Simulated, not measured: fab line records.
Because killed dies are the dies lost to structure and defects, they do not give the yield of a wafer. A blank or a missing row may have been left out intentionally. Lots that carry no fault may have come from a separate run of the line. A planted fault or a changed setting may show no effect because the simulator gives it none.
fab line records	flow sky130
record lots=6	wafers=18	last-day=50
route steps=708 shown METAL5@664 PAD_OPEN@708
lots that met no fault: taken from a fault-free run of the same line
start-h: start of the lot's first displayed wafer, in hours after the record's first day	wait-h: time in hours since the lot's previous step	" the same as in the row above	L1.1+2: a single row standing in for several wafers	- no value, or no start was given	* or withheld: withheld	< > ~ a bound
route shown NAME@n: NAME is a module with steps in the file, n the number in the route of the first one	usual: the fault-free wafers' mean and standard deviation	same: alike in all rows	chamber/n: place in a boat	sites: per-site readings	_std_site: their standard deviation	_edge_site: outer sites' mean less inner sites'	radius-mm: for every site, how far away it sits from the centre of the wafer	mask NAME#n: copy n	behind: the last tool/chamber to shape the wafer	hold: why the lot went on hold/how many hours it stayed there/how the hold came to an end	device: transistor that didn't switch, given as n, p or np	end of line: tests run on the same wafers once the route is complete	a step without rows: its recipe alone	killed: count of dies lost to structure and defects at first sort (not the wafer's yield)	map: shows each die of a wafer: x if killed, . if not, _ if none is there
set.NAME: the setting the step ran with; set.NAME@STEP: the setting that earlier step ran with	model.NAME: the simulator's own value behind a step, which no gauge read
lots at some steps of the route; a table a step, a row a wafer
services: the hour from which a tool's chamber was out of use, counted from the record's first day as start-h (under 0 if before that day), plus the number of hours and why
## steps
# step SKY_METAL5_SPUTTER_03
# recipe material=Ti	target-thk-nm=5	power-w=3000	time-s=3.3	chamber-pressure-pa=0.4
# usual chamber-pressure-pa=0.4000/0.00082	throttle-valve-pct=30.4/0.86
lot.wafer	tool	chamber	start-h	wait-h	chamber-pressure-pa	throttle-valve-pct
L911.2	pvd-sputter-04	-	1045.55	0.0	0.4001	30.4
L911.5	"	-	"	"	0.4004	31.0
L911.6	"	-	"	"	0.4003	30.3
L914.3	pvd-sputter-02	-	1059.20	0.0	0.3992	30.7
L914.5	"	-	"	"	0.4002	30.9
L914.6	"	-	"	"	0.3989	30.8
L916.1	pvd-sputter-04	-	1096.65	0.0	0.3989	31.0
L916.2	"	-	"	"	0.4013	31.3
L916.3	"	-	"	"	0.3993	30.6
L925.2	pvd-sputter-04	-	1133.03	0.0	0.3994	30.9
L925.3	"	-	"	"	0.4000	28.2
L925.6	"	-	"	"	0.4006	30.7
L928.1	pvd-sputter-02	-	1145.13	0.0	0.3988	31.4
L928.5	"	-	"	"	0.4000	30.7
L928.6	"	-	"	"	0.3989	31.0
L929.1	pvd-sputter-01	-	1145.35	0.0	0.4001	31.3
L929.3	"	-	"	"	0.4008	29.1
L929.4	"	-	"	"	0.4002	30.1
# step SKY_METAL5_SPUTTER_04
# recipe material=TiN	target-thk-nm=70	power-w=6500	time-s=58.3	chamber-pressure-pa=0.4
# usual chamber-pressure-pa=0.4000/0.00087	throttle-valve-pct=30.4/0.85
lot.wafer	tool	chamber	start-h	wait-h	chamber-pressure-pa	throttle-valve-pct
L911.2	pvd-sputter-04	-	1045.57	0.0	0.4003	30.5
L911.5	"	-	"	"	0.3988	31.0
L911.6	"	-	"	"	0.4010	30.4
L914.3	pvd-sputter-02	-	1059.22	0.0	0.3990	30.8
L914.5	"	-	"	"	0.3998	30.9
L914.6	"	-	"	"	0.3991	30.9
L916.1	pvd-sputter-04	-	1096.66	0.0	0.3996	30.8
L916.2	"	-	"	"	0.3997	31.5
L916.3	"	-	"	"	0.3998	30.3
L925.2	pvd-sputter-04	-	1133.04	0.0	0.4002	31.2
L925.3	"	-	"	"	0.4002	28.6
L925.6	"	-	"	"	0.3998	30.9
L928.1	pvd-sputter-02	-	1145.14	0.0	0.3988	31.1
L928.5	"	-	"	"	0.3995	30.8
L928.6	"	-	"	"	0.3989	31.1
L929.1	pvd-sputter-01	-	1145.37	0.0	0.4023	31.1
L929.3	"	-	"	"	0.3986	29.2
L929.4	"	-	"	"	0.4001	30.0
# step SKY_METAL5_RS_MEAS_05
# recipe thk-meas-gauge=four-point-probe	reads=TiN_of_METAL5_SPUTTER_04+Ti_of_METAL5_SPUTTER_03+AlCu_of_METAL5_SPUTTER_02+TiN_of_METAL5_SPUTTER_01+Ti_of_METAL5_SPUTTER_00
# usual METAL5_ALCU_RS=0.02718/0.00029
lot.wafer	tool	chamber	start-h	wait-h	METAL5_ALCU_RS[ohm/sq]
L911.2	film-metro-02	-	1045.64	0.0	0.02722
L911.5	"	-	"	"	0.02684
L911.6	"	-	"	"	0.0267
L914.3	film-metro-02	-	1059.31	0.1	0.02724
L914.5	"	-	"	"	0.02729
L914.6	"	-	"	"	0.02702
L916.1	film-metro-01	-	1096.71	0.0	0.02675
L916.2	"	-	"	"	0.02675
L916.3	"	-	"	"	0.02687
L925.2	film-metro-02	-	1133.11	0.0	0.02711
L925.3	"	-	"	"	0.02682
L925.6	"	-	"	"	0.02666
L928.1	film-metro-01	-	1145.19	0.0	0.02744
L928.5	"	-	"	"	0.02753
L928.6	"	-	"	"	0.02744
L929.1	film-metro-04	-	1145.42	0.0	0.0276
L929.3	"	-	"	"	0.02747
L929.4	"	-	"	"	0.02713
# step SKY_METAL5_THK_MEAS_06
# recipe thk-meas-gauge=xrf	reads=AlCu_of_METAL5_SPUTTER_02
# usual METAL5_ALCU_THK=1167/13
lot.wafer	tool	chamber	start-h	wait-h	METAL5_ALCU_THK[nm]
L911.2	film-metro-02	-	1045.75	0.1	1155
L911.5	"	-	"	"	1178
L911.6	"	-	"	"	1174
L914.3	film-metro-02	-	1059.41	0.1	1162
L914.5	"	-	"	"	1159
L914.6	"	-	"	"	1175
L916.1	film-metro-01	-	1096.83	0.1	1181
L916.2	"	-	"	"	1183
L916.3	"	-	"	"	1169
L925.2	film-metro-02	-	1133.22	0.1	1175
L925.3	"	-	"	"	1183
L925.6	"	-	"	"	1196
L928.1	film-metro-01	-	1145.31	0.1	1165
L928.5	"	-	"	"	1148
L928.6	"	-	"	"	1156
L929.1	film-metro-04	-	1145.54	0.1	1160
L929.3	"	-	"	"	1165
L929.4	"	-	"	"	1176
# step SKY_METAL5_DEHYDRATE_07
# recipe temp-c=200	time-s=60
# step SKY_METAL5_HMDS_08
# recipe prime-time-s=60	prime-temp-c=120
# step SKY_METAL5_COAT_09
# recipe resist=NOVOLAK	spin-rpm=3000	resist-thk-nm=1800
# step SKY_METAL5_SOFTBAKE_10
# recipe temp-c=90	time-s=60	resist=NOVOLAK
# step SKY_METAL5_EXPOSE_11
# recipe mask-id=MM5	na=0.6	source-shape=conventional	sigma-outer=0.6	polarization=unpolarized	target-cd-nm=1600	dose-mj=190
# step SKY_METAL5_PEB_12
# recipe temp-c=withheld	time-s=*	resist=NOVOLAK
# step SKY_METAL5_DEVELOP_13
# recipe resist=NOVOLAK	developer=TMAH	develop-time-s=60	dev-temp-c=23
# step SKY_METAL5_DESCUM_14
# recipe chemistry=O2	source-power-w=150	bias-power-w=0	pressure-mtorr=10	temp-c=40	time-s=11
# usual chamber-pressure-mTorr=10.001/0.0091	drypump-motor-current-A=5.69/0.15	he-backside-leak-sccm=3.39/0.17	oes-product-au=1.000/0.0067
lot.wafer	tool	chamber	start-h	wait-h	chamber-pressure-mTorr	drypump-motor-current-A	he-backside-leak-sccm	oes-product-au	rf-hours-counter-h
L911.2	rie-metal-03	0	1075.35	0.1	10.007	5.76	3.24	1.003	13
L911.5	"	0	"	"	10.006	5.76	3.33	1.003	-
L911.6	"	1	"	"	10.004	5.74	3.10	1.013	-
L914.3	rie-metal-03	1	1079.91	0.1	10.001	5.68	3.24	1.003	-
L914.5	"	0	"	"	10.011	5.80	3.39	1.003	-
L914.6	"	1	"	"	9.993	5.69	3.21	1.004	-
L916.1	rie-metal-03	0	1116.40	0.1	10.002	5.78	3.19	1.007	17
L916.2	"	1	"	"	10.012	5.72	3.26	1.002	25
L916.3	"	1	"	"	9.986	5.76	3.30	1.002	-
L925.2	rie-metal-03	1	1151.05	0.1	10.002	5.75	3.04	1.007	29
L925.3	"	0	"	"	10.005	5.81	3.38	0.997	-
L925.6	"	0	"	"	9.999	5.78	3.34	1.004	-
L928.1	rie-metal-02	1	1163.50	0.1	9.998	5.71	3.34	1.003	4
L928.5	"	1	"	"	10.010	5.71	3.33	1.009	-
L928.6	"	0	"	"	9.993	5.35	3.50	1.002	-
L929.1	rie-metal-01	0	1163.80	0.1	10.001	5.82	3.40	0.993	7
L929.3	"	0	"	"	9.998	5.81	3.24	0.990	-
L929.4	"	1	"	"	10.008	5.68	3.45	0.988	-
# step SKY_METAL5_METAL_ETCH_15
# recipe target-depth-a=12600	stop-on=SiO2	over-etch-frac=0.2	time-s=252	chemistry=Cl2/BCl3	resist-sidewall-deg=86	pressure-mtorr=10	icp-w=900	bias-w=48.5	Cl2_flow_sccm=60	bcl3-flow-sccm=30
# usual bias-w=48.49/0.15	chamber-pressure-mTorr=10.000/0.0086	drypump-motor-current-A=5.69/0.15	he-backside-leak-sccm=3.36/0.18	oes-product-au=0.894/0.0051	throttle-valve-pct=22.265/0.01
# same over-etch-frac=0.2
lot.wafer	tool	chamber	start-h	wait-h	bias-w	chamber-pressure-mTorr	drypump-motor-current-A	he-backside-leak-sccm	oes-product-au	rf-hours-counter-h	throttle-valve-pct	model.NOVOLAK_of_METAL5_COAT_09.thk-nm	model.SiO2_of_VIA4_HDPCVD_00.thk-nm
L911.2	rie-metal-03	0	1075.39	0.0	48.41	10.010	5.81	3.29	0.886	13	22.268	1027	549.9
L911.5	"	0	"	"	48.43	10.009	5.81	3.31	0.893	-	22.259	1030	550.8
L911.6	"	1	"	"	48.75	10.004	5.65	3.20	0.903	-	22.268	1027	550.2
L914.3	rie-metal-03	1	1080.02	0.1	48.70	10.011	5.70	3.22	0.890	-	22.280	1015	549.5
L914.5	"	0	"	"	48.43	10.020	5.77	3.13	0.903	-	22.271	1014	549.7
L914.6	"	1	"	"	48.76	9.997	5.68	2.96	0.892	-	22.278	1019	548.7
L916.1	rie-metal-03	0	1116.44	0.0	48.39	9.987	5.83	3.26	0.889	17	22.260	1024	549.3
L916.2	"	1	"	"	60.04	9.992	5.73	3.17	0.893	25	22.273	957.2	545.9
L916.3	"	1	"	"	59.82	9.992	5.72	3.21	0.892	-	22.257	954.8	546.3
L925.2	rie-metal-03	1	1151.09	0.0	59.87	9.997	5.70	3.07	0.893	29	22.274	961.9	543.4
L925.3	"	0	"	"	48.55	10.004	5.81	3.37	0.892	-	22.259	1035	549.7
L925.6	"	0	"	"	48.27	10.004	5.83	3.25	0.888	-	22.266	1034	549
L928.1	rie-metal-02	1	1163.54	0.0	48.82	10.009	5.72	3.29	0.893	4	22.257	1051	549.8
L928.5	"	1	"	"	48.56	10.001	5.71	3.21	0.898	-	22.287	1047	548.6
L928.6	"	0	"	"	48.48	10.003	5.34	3.30	0.902	-	22.259	1048	551
L929.1	rie-metal-01	0	1163.84	0.0	48.60	10.004	5.84	3.77	0.895	7	22.277	1050	550.9
L929.3	"	0	"	"	48.32	9.995	5.82	3.70	0.897	-	22.256	1036	549.7
L929.4	"	1	"	"	48.32	9.996	5.68	3.50	0.896	-	22.269	1049	550.9
# step SKY_METAL5_STRIP_16
# recipe chemistry=O2/N2	power-w=1400	pressure-mtorr=1500	platen-temp-c=withheld	o2-flow-sccm=3000	n2-flow-sccm=300	overash-fraction=0.5
# usual chamber-pressure-mTorr=1499.9/1.4	drypump-motor-current-A=6.16/0.29	oes-product-au=0.710/0.0049	strip-time-to-endpoint-s=13.07/0.11
# same overash-fraction=0.5
lot.wafer	tool	chamber	start-h	wait-h	chamber-pressure-mTorr	drypump-motor-current-A	oes-product-au	rf-hours-counter-h	strip-time-to-endpoint-s
L911.2	plasma-asher-03	0	1075.62	0.2	1500.3	6.12	0.704	31	12.95
L911.5	"	0	"	"	1500.8	6.13	0.705	-	13.00
L911.6	"	1	"	"	1502.7	6.01	0.712	-	12.99
L914.3	plasma-asher-02	1	1080.21	0.1	1496.5	5.94	0.703	-	12.82
L914.5	"	1	"	"	1502.3	6.00	0.708	-	12.83
L914.6	"	0	"	"	1499.6	6.35	0.697	-	12.89
L916.1	plasma-asher-02	1	1116.67	0.2	1501.6	6.03	0.711	5	12.94
L916.2	"	0	"	"	1500.7	6.33	0.712	5	12.22
L916.3	"	0	"	"	1500.2	6.33	0.707	-	12.20
L925.2	plasma-asher-02	1	1151.32	0.2	1499.3	6.00	0.715	8	12.31
L925.3	"	1	"	"	1497.8	5.97	0.707	-	13.06
L925.6	"	1	"	"	1502.2	6.02	0.712	-	13.06
L928.1	plasma-asher-04	0	1163.77	0.2	1503.2	6.82	0.710	76	13.23
L928.5	"	1	"	"	1502.7	5.81	0.720	-	13.22
L928.6	"	0	"	"	1500.6	6.83	0.712	-	13.23
L929.1	plasma-asher-03	0	1164.07	0.2	1500.3	6.11	0.712	40	13.24
L929.3	"	1	"	"	1503.0	6.00	0.703	-	13.09
L929.4	"	0	"	"	1498.9	6.12	0.713	-	13.26
# step SKY_METAL5_STRIP_17
# recipe chemistry=post-etch-residue-remover	time-s=1200	temp-c=72.5
# step SKY_PAD_OPEN_PROBE_99
# usual defect-limited-yield=82.3/1.9	killed_at_M0_to_M3=43/6.7	killed_at_M4_up=3.2/1.8	killed-at-contacts=25/5.2	killed-at-front-end=15/4.4	killed-at-other=0.2/0.4	killed-dies=87/9.3	killed-on-rim=17/4	killed-open=48/7.1	killed-short=39/6	sort_bin_3_pad_short=0.9/0.41	sort_bin_5_function=10.5/1.4	sort_bin_6_memory=6.3/1.1	sort-n-pass=405/9.3	sort-yield-pct=82.3/1.9
# same gross-dies=492	killed-at-back-side=0	sort_bin_4_leakage[%]=0	sort_bin_8_speed[%]=0
lot.wafer	tool	chamber	start-h	wait-h	defect-limited-yield[%]	killed_at_M0_to_M3	killed_at_M4_up	killed-at-contacts	killed-at-front-end	killed-at-other	killed-dies	killed-on-rim	killed-open	killed-short	sort_bin_3_pad_short[%]	sort_bin_5_function[%]	sort_bin_6_memory[%]	sort-n-pass	sort-yield-pct[%]
L911.2	prober-02	-	1119.04	0.1	83.5	44	3	22	12	0	81	18	43	38	0.8	10.8	4.9	411	83.5
L911.5	prober-02	-	1119.19	0.2	83.9	44	3	21	11	0	79	9	38	41	0.2	10.8	5.1	413	83.9
L911.6	prober-02	-	1119.24	0.2	86.0	38	4	17	10	0	69	17	44	25	0.2	7.9	5.9	423	86.0
L914.3	prober-01	-	1122.87	0.2	83.7	27	4	32	17	0	80	20	46	34	1.0	9.8	5.5	412	83.7
L914.5	prober-01	-	1122.97	0.2	82.1	46	5	28	9	0	88	24	46	42	0.8	9.6	7.5	404	82.1
L914.6	prober-01	-	1123.02	0.2	83.1	41	1	27	14	0	83	13	47	36	1.0	9.3	6.5	409	83.1
L916.1	prober-02	-	1158.61	0.1	84.1	48	3	17	10	0	78	16	41	37	0.6	10.8	4.5	414	84.1
L916.2	prober-02	-	1158.66	0.1	85.0	40	1	20	13	0	74	9	41	33	0	9.6	5.5	418	85.0
L916.3	prober-02	-	1158.71	0.2	83.1	48	2	17	16	0	83	14	44	39	0.8	11.4	4.7	409	83.1
L925.2	prober-02	-	1188.10	0.1	82.3	41	5	21	20	0	87	8	48	39	0.8	8.5	8.3	405	82.3
L925.3	prober-02	-	1188.15	0.2	82.1	37	6	33	12	0	88	17	48	40	1.0	10.2	6.7	404	82.1
L925.6	prober-02	-	1188.30	0.2	86.2	28	3	27	10	0	68	18	32	36	1.2	7.9	4.7	424	86.2
L928.1	prober-01	-	1199.92	0.1	83.9	45	5	16	13	0	79	13	31	48	0.4	10.0	5.7	413	83.9
L928.5	prober-01	-	1200.12	0.2	85.6	30	5	25	10	1	71	13	43	28	0.4	7.5	6.5	421	85.6
L928.6	prober-01	-	1200.17	0.2	82.5	47	4	23	12	0	86	18	50	36	0.6	8.9	7.9	406	82.5
L929.1	prober-02	-	1201.42	0.1	83.1	40	5	27	11	0	83	13	48	35	1.0	8.9	6.9	409	83.1
L929.3	prober-02	-	1201.52	0.2	83.1	52	2	21	7	1	83	16	49	34	0.6	10.2	6.1	409	83.1
L929.4	prober-02	-	1201.57	0.2	84.8	37	2	25	11	0	75	15	36	39	2.2	7.7	5.3	417	84.8
# killed by level:class
L911.2 VIA3:geometric-particle:open=9 VIA1:geometric-particle:open=9 LI_CONTACT:geometric-particle:open=6 VIA2:geometric-particle:open=6 POLY_GATE:geometric-particle:short=5 CONTACT:geometric-particle:open=5 METAL2:geometric-particle:short=5 CONTACT:geometric-particle:short=4
L911.5 VIA1:geometric-particle:open=11 CONTACT:geometric-particle:open=10 METAL3:geometric-particle:short=9 VIA3:geometric-particle:short=5 CONTACT:geometric-particle:short=4 METAL2:geometric-particle:short=4 VIA2:geometric-particle:short=4 POLY_GATE:geometric-particle:open=3
L911.6 VIA1:geometric-particle:open=14 CONTACT:geometric-particle:open=6 VIA2:geometric-particle:open=6 VIA3:geometric-particle:open=5 LI_CONTACT:geometric-particle:open=4 CONTACT:geometric-particle:short=4 METAL1:geometric-particle:short=4 SPACER:geometric-particle:open=3
L914.3 CONTACT:geometric-particle:open=16 LI_CONTACT:geometric-particle:open=8 POLY_GATE:geometric-particle:short=6 VIA1:geometric-particle:open=6 FIELD_ISO:geometric-particle:short=5 VIA2:geometric-particle:open=5 LI_CONTACT:geometric-particle:short=4 METAL1:geometric-particle:short=4
L914.5 CONTACT:geometric-particle:open=13 VIA1:geometric-particle:open=10 METAL1:geometric-particle:short=7 VIA2:geometric-particle:open=6 CONTACT:geometric-particle:short=6 VIA1:geometric-particle:short=5 METAL4:geometric-particle:short=5 METAL2:geometric-particle:short=5
L914.6 CONTACT:geometric-particle:open=11 VIA1:geometric-particle:open=9 VIA3:geometric-particle:open=7 LI_CONTACT:geometric-particle:open=6 VIA1:geometric-particle:short=6 METAL2:geometric-particle:short=6 FIELD_ISO:geometric-particle:open=4 VIA3:geometric-particle:short=4
L916.1 VIA3:geometric-particle:open=10 VIA1:geometric-particle:open=7 METAL1:geometric-particle:short=7 VIA2:geometric-particle:open=6 VIA2:geometric-particle:short=5 CONTACT:geometric-particle:open=5 POLY_GATE:geometric-particle:open=4 LI_CONTACT:geometric-particle:open=4
L916.2 VIA1:geometric-particle:open=9 CONTACT:geometric-particle:open=7 VIA2:geometric-particle:open=6 LI_CONTACT:geometric-particle:open=6 CONTACT:geometric-particle:short=4 VIA1:geometric-particle:short=4 METAL2:geometric-particle:short=4 VIA2:geometric-particle:short=4
L916.3 METAL1:geometric-particle:short=10 VIA3:geometric-particle:open=10 FIELD_ISO:geometric-particle:short=6 CONTACT:geometric-particle:open=6 VIA1:geometric-particle:open=6 VIA2:geometric-particle:open=6 LI_CONTACT:geometric-particle:open=5 FIELD_ISO:geometric-particle:open=4
L925.2 VIA3:geometric-particle:open=11 CONTACT:geometric-particle:open=9 LI_CONTACT:geometric-particle:open=5 VIA2:geometric-particle:open=5 POLY_GATE:geometric-particle:open=4 POLY_GATE:geometric-particle:short=4 SPACER:geometric-particle:short=4 METAL1:geometric-particle:short=4
L925.3 LI_CONTACT:geometric-particle:open=12 CONTACT:geometric-particle:open=11 METAL1:geometric-particle:short=7 LOCAL_INTERCONNECT:geometric-particle:short=6 METAL2:geometric-particle:short=5 VIA1:geometric-particle:open=5 VIA1:geometric-particle:short=5 METAL4:geometric-particle:short=4
L925.6 LI_CONTACT:geometric-particle:open=9 LI_CONTACT:geometric-particle:short=6 VIA1:geometric-particle:open=6 LOCAL_INTERCONNECT:geometric-particle:short=5 VIA3:geometric-particle:open=5 FIELD_ISO:geometric-particle:short=4 CONTACT:geometric-particle:open=4 METAL1:geometric-particle:short=4
L928.1 VIA1:geometric-particle:open=10 METAL1:geometric-particle:short=7 METAL2:geometric-particle:short=5 CONTACT:geometric-particle:open=5 VIA1:geometric-particle:short=5 METAL4:geometric-particle:short=5 POLY_GATE:geometric-particle:short=4 LOCAL_INTERCONNECT:geometric-particle:short=4
L928.5 CONTACT:geometric-particle:open=10 VIA3:geometric-particle:open=8 VIA1:geometric-particle:open=7 LI_CONTACT:geometric-particle:open=6 CONTACT:geometric-particle:short=5 POLY_GATE:geometric-particle:short=4 VIA1:geometric-particle:short=4 VIA2:geometric-particle:open=4
L928.6 VIA1:geometric-particle:open=18 VIA1:geometric-particle:short=7 LI_CONTACT:geometric-particle:open=7 LOCAL_INTERCONNECT:geometric-particle:short=7 VIA3:geometric-particle:open=6 CONTACT:geometric-particle:open=6 VIA2:geometric-particle:open=5 METAL1:geometric-particle:short=4
L929.1 CONTACT:geometric-particle:open=10 VIA3:geometric-particle:open=7 METAL2:geometric-particle:short=7 LI_CONTACT:geometric-particle:open=6 VIA1:geometric-particle:short=6 CONTACT:geometric-particle:short=5 VIA2:geometric-particle:open=5 FIELD_ISO:geometric-particle:open=4
L929.3 VIA2:geometric-particle:open=11 VIA1:geometric-particle:open=9 LI_CONTACT:geometric-particle:open=8 CONTACT:geometric-particle:open=7 METAL2:geometric-particle:short=6 VIA3:geometric-particle:open=6 VIA1:geometric-particle:short=5 METAL1:geometric-particle:short=4
L929.4 LI_CONTACT:geometric-particle:open=9 METAL2:geometric-particle:short=7 CONTACT:geometric-particle:open=6 VIA1:geometric-particle:open=5 LOCAL_INTERCONNECT:geometric-particle:short=5 METAL1:geometric-particle:short=4 VIA3:geometric-particle:open=4 METAL3:geometric-particle:short=4
## services
tool	chamber	start-h	hours	kind
pvd-sputter-02	3	1049.51	-	consumable-replace:kit
pvd-sputter-02	3	1049.51	18.0	scheduled-down
pvd-sputter-02	3	1049.51	18.0	vent-cycle
pvd-sputter-01	-	1053.19	4.2	repair
plasma-asher-02	-	1055.25	9.0	pm
plasma-asher-02	0	1055.25	9.0	vent-cycle
plasma-asher-02	1	1055.25	9.0	vent-cycle
plasma-asher-02	0	1064.25	-	clean
pvd-sputter-02	2	1081.67	-	consumable-replace:kit
pvd-sputter-02	2	1081.67	18.0	scheduled-down
pvd-sputter-02	2	1081.67	18.0	vent-cycle
plasma-asher-02	-	1090.13	2.8	repair
pvd-sputter-04	3	1099.31	-	consumable-replace:kit
pvd-sputter-04	3	1099.31	18.0	scheduled-down
pvd-sputter-04	3	1099.31	18.0	vent-cycle
plasma-asher-04	-	1113.64	4.6	repair
pvd-sputter-01	-	1138.86	4.1	repair
rie-metal-02	1	1140.36	3.9	repair
rie-metal-02	-	1145.26	1.4	pm
pvd-sputter-04	-	1154.26	4.3	repair
plasma-asher-02	-	1154.65	1.8	repair
pvd-sputter-02	1	1155.38	-	consumable-replace:kit
pvd-sputter-02	1	1155.38	18.0	scheduled-down
pvd-sputter-02	1	1155.38	18.0	vent-cycle
## key
first-sign step=SKY_METAL5_METAL_ETCH_15	reading=bias-w	direction=up	sigmas=75	usual=48.49	struck=59.91
effect step=SKY_METAL5_STRIP_16	reading=strip-time-to-endpoint-s	direction=down	sigmas=7.3	usual=*	struck=*
model-effect step=SKY_METAL5_METAL_ETCH_15	value=NOVOLAK_of_METAL5_COAT_09.thk-nm	without=1030	struck=958
met-at SKY_METAL5_METAL_ETCH_15
struck-wafers L916.2,L916.3,L925.2
onset-between 1080.02 1116.44
fault kind=process-parameter-drift	tool=rie-metal-03	chamber=1	onset-h=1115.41	steps=SKY_METAL5_METAL_ETCH_15	channel=bias-w	offset=11.308	shape=step	end-h=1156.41	acts-in=these-recipes-only	stated=48.5
